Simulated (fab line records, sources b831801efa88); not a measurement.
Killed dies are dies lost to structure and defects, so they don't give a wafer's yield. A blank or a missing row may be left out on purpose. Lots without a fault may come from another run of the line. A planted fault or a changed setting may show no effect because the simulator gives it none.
One fault seen from 2 desks | flow gf180mcu | each desk has only its own numbers; what lay behind them comes last

THE METROLOGY DESK
What the gauges read, lot by lot, whatever tool the lot ran on: means of the sampled wafers that have a number. A lot is out of limits, marked OUT, if its mean lies more than 4 standard deviations from the usual mean; the brackets give that distance.
Columns: A = V5_W_RS at GF_V5_RS_MEAS_24, usual 0.327 ohm/sq; B = PASSIVATION_CVD_00_THK at GF_PASSIVATION_THK_MEAS_01, usual 998 nm; C = PASSIVATION_CVD_02_THK at GF_PASSIVATION_THK_MEAS_03, usual 702 nm
lot  | first seen here | A     | B    | C
L494 | day 27 14:01    | 0.326 | 1000 | 697
L495 | day 27 17:28    | 0.320 | 997  | 704
L496 | day 27 23:18    | 0.322 | 996  | 716
L497 | day 28 07:17    | 0.331 | 981  | 694
L498 | day 28 12:38    | 0.332 | 1001 | 699
L500 | day 29 04:56    | 0.327 | 1006 | 709
L502 | day 29 19:47    | 0.323 | 1016 | 698
L505 | day 30 20:05    | 0.324 | 994  | 712
L508 | day 31 15:19    | 0.323 | 992  | 701
L510 | day 32 02:26    | 0.325 | 998  | 696
L511 | day 32 11:49    | 0.329 | 997  | 703
L514 | day 33 04:31    | 0.328 | 1008 | 687
L515 | day 33 10:04    | 0.326 | 1009 | 699
L517 | day 33 18:01    | 0.329 | 993  | 687
This desk's finding: nothing out of limits on any of the 14 lots.

THE TOOL OWNER'S DESK: pvd_sputter-03
The tool's own readings at GF_M1_SPUTTER_02 (material AlCu, target thk 450 nm, time 23.9 s): means of the sampled wafers that have a number, for each lot that ran on this tool. A lot is out of limits, marked OUT, if its mean lies more than 4 standard deviations from the usual mean; the brackets give that distance.
Columns: A = throttle_valve_pct at GF_M1_SPUTTER_02, usual 30.3 %
lot  | first seen here | A
L494 | day 16 10:44    | 30.0
L495 | day 16 15:35    | 29.9
L502 | day 19 02:13    | 29.3
L505 | day 20 10:59    | 29.4
L514 | day 23 14:35    | 30.1
This desk's finding: nothing out of limits on any of the 5 lots.

PUT TOGETHER
The metrology desk saw nothing out of limits.
The tool owner's desk saw nothing out of limits.

WHAT THE SIMULATOR HAD PUT IN
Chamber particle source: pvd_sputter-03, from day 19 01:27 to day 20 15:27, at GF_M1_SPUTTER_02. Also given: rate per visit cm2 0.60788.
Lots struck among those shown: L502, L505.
